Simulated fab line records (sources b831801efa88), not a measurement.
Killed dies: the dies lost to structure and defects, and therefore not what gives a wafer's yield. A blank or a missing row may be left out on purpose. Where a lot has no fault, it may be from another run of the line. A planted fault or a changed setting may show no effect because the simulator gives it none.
Which tool did it?	flow sky130	12 lots with 36 wafers sampled at 4 steps, on a route of 708 steps

## WHAT EACH GAUGE READ, for each wafer
SKY_VT_ADJUST_HVTP_CD_MEAS_07: target cd 380 nm.
lot	measured	on	cd-nm (nm)
L282	day 6 04:37	cd-sem-01	380.2 382.0 381.4
L284	day 6 20:43	cd-sem-01	382.8 384.2 382.9
L285	day 7 04:01	cd-sem-01	377.3 376.6 376.6
L286	day 7 13:01	cd-sem-01	376.6 376.9 378.0
L288	day 8 00:11	cd-sem-01	379.1 379.8 381.7
L290	day 8 08:43	cd-sem-02	378.6 377.6 377.0
L291	day 8 16:58	cd-sem-01	379.9 379.8 378.7
L299	day 10 17:24	cd-sem-01	379.6 381.8 381.7
L300	day 11 02:46	cd-sem-02	378.4 378.8 380.2
L301	day 11 07:27	cd-sem-02	376.6 376.3 376.9
L303	day 11 21:41	cd-sem-02	382.4 382.9 382.2
L304	day 12 03:34	cd-sem-01	381.1 378.7 380.5

SKY_SONOS_ONO_OVL_MEAS_14.
lot	measured	on	SONOS_ONO_OVL (nm)
L282	day 12 21:31	overlay-02	2.9 0.4 2.9
L284	day 13 15:01	overlay-01	-0.2 0.1 -3.5
L285	day 14 01:28	overlay-02	-1.9 0.1 0.3
L286	day 14 12:13	overlay-02	1.8 1.6 2.8
L288	day 15 04:37	overlay-02	-1.3 0.2 1.2
L290	day 15 15:34	overlay-01	-0.4 -1.5 -0.9
L291	day 16 01:04	overlay-01	2.1 2.0 1.2
L299	day 18 21:04	overlay-01	-0.3 -0.1 0.5
L300	day 19 10:25	overlay-02	0.7 2.4 -0.2
L301	day 19 17:25	overlay-02	0.9 1.1 2.3
L303	day 20 08:46	overlay-01	0.5 2.5 1.1
L304	day 20 16:01	overlay-01	0.6 1.6 0.3

SKY_LDD_HVP_TW_MEAS_10.
lot	measured	on	LDD_HVP_TW
L282	day 21 20:35	film-metro-01	456.9 457.3 456.4
L284	day 22 17:26	film-metro-01	457.3 456.9 456.6
L285	day 23 05:11	film-metro-04	457.3 457.4 455.8
L286	day 23 19:37	film-metro-03	458.9 458.0 454.2
L288	day 24 12:26	film-metro-01	461.7 461.6 460.0
L290	day 25 01:50	film-metro-03	457.6 458.5 460.2
L291	day 25 09:50	film-metro-04	459.6 458.3 461.2
L299	day 28 01:28	film-metro-03	713.0 719.0 716.1
L300	day 28 11:59	film-metro-03	457.2 456.8 458.4
L301	day 28 16:59	film-metro-04	721.2 720.0 722.5
L303	day 29 11:23	film-metro-01	461.3 459.4 460.4
L304	day 29 20:02	film-metro-01	461.5 460.5 460.9

## TOOL THAT RAN EACH LOT (tool first, then ch and the chambers of the sampled wafers, then the start)
lot	SKY_LDD_HVP_IMPLANT_08
L282	implanter-02 ch 0, day 21 20:20
L284	implanter-02 ch 0, day 22 17:11
L285	implanter-03 ch 0, day 23 04:57
L286	implanter-03 ch 0, day 23 19:22
L288	implanter-02 ch 0, day 24 12:11
L290	implanter-03 ch 0, day 25 01:36
L291	implanter-03 ch 0, day 25 09:35
L299	implanter-02 ch 0, day 28 01:13
L300	implanter-03 ch 0, day 28 11:44
L301	implanter-02 ch 0, day 28 16:44
L303	implanter-03 ch 0, day 29 11:08
L304	implanter-01 ch 0, day 29 19:48
- SKY_LDD_HVP_IMPLANT_08

## WHAT THE TOOLS THEMSELVES READ (means of the sampled wafers that have a number; where no wafer has one, the mark that the record gives instead)
SKY_LDD_HVP_IMPLANT_08.
lot	tool	dose-ions-cm2	faraday-current-uA
L282	implanter-02	1.7003e+13	97.0
L284	implanter-02	1.7005e+13	97.2
L285	implanter-03	1.7001e+13	95.1
L286	implanter-03	1.7017e+13	96.4
L288	implanter-02	1.7010e+13	95.9
L290	implanter-03	1.7013e+13	97.7
L291	implanter-03	1.6978e+13	94.2
L299	implanter-02	7.1952e+13	405.7
L300	implanter-03	1.6992e+13	95.0
L301	implanter-02	7.1924e+13	404.5
L303	implanter-03	1.6980e+13	94.8
L304	implanter-01	1.6996e+13	96.6

## THE ANSWER, worked out from the rows above alone
Rule: usual is defined by the lots themselves. Put in order of their means at a reading, lots are off if they are a third of the lots or fewer, leave a main group of 4 or more, and stand apart from it by a gap of 3 or more times the standard deviation of the main group's means; of several such gaps the widest counts. A main group whose means are all the same, to the digits that the tables above print for the reading, isn't used. Also off: a lot with no number at a reading for which 4 or more lots have one. All remaining lots with rows at the step are treated as sound. After the gauges, taken in route order, come the tools' own readings; for these a lot's mean is taken, as printed above. The first step at which some lot is off is used, and at that step the reading that is off furthest; a lot without a number counts as furthest.
Off: at SKY_LDD_HVP_TW_MEAS_10 (LDD_HVP_TW), L299, L301. Mean 458.6 and standard deviation 1.7 in the main group.
If a tool, at a process step before that reading, ran all the lots that are off and no sound lot after the first of them, it fits. The gauges at SKY_LDD_HVP_TW_MEAS_10 aren't tried: what is off there is off at SKY_LDD_HVP_IMPLANT_08 too, on other tools, and a gauge's error can't cause that. One fits: implanter-02 at SKY_LDD_HVP_IMPLANT_08. Its last sound lot is L288 (day 24 12:11), its first lot that is off L299 (day 28 01:13): a fault that began between those two fits.
The tool's own readings at SKY_LDD_HVP_IMPLANT_08 bear it out: on the lots that are off they differ by more than 5 times the standard deviation of the sound lots' means. dose-ions-cm2 reads 7.1938e+13 there against 1.7000e+13 on the sound lots; faraday-current-uA reads 405.1 there against 96.0 on the sound lots.

## WHAT THE SIMULATOR PUT IN
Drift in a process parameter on implanter-02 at SKY_LDD_HVP_IMPLANT_08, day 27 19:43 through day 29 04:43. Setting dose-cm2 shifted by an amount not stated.
Lots struck among those shown: L299, L301. The rule given above showed the same thing.
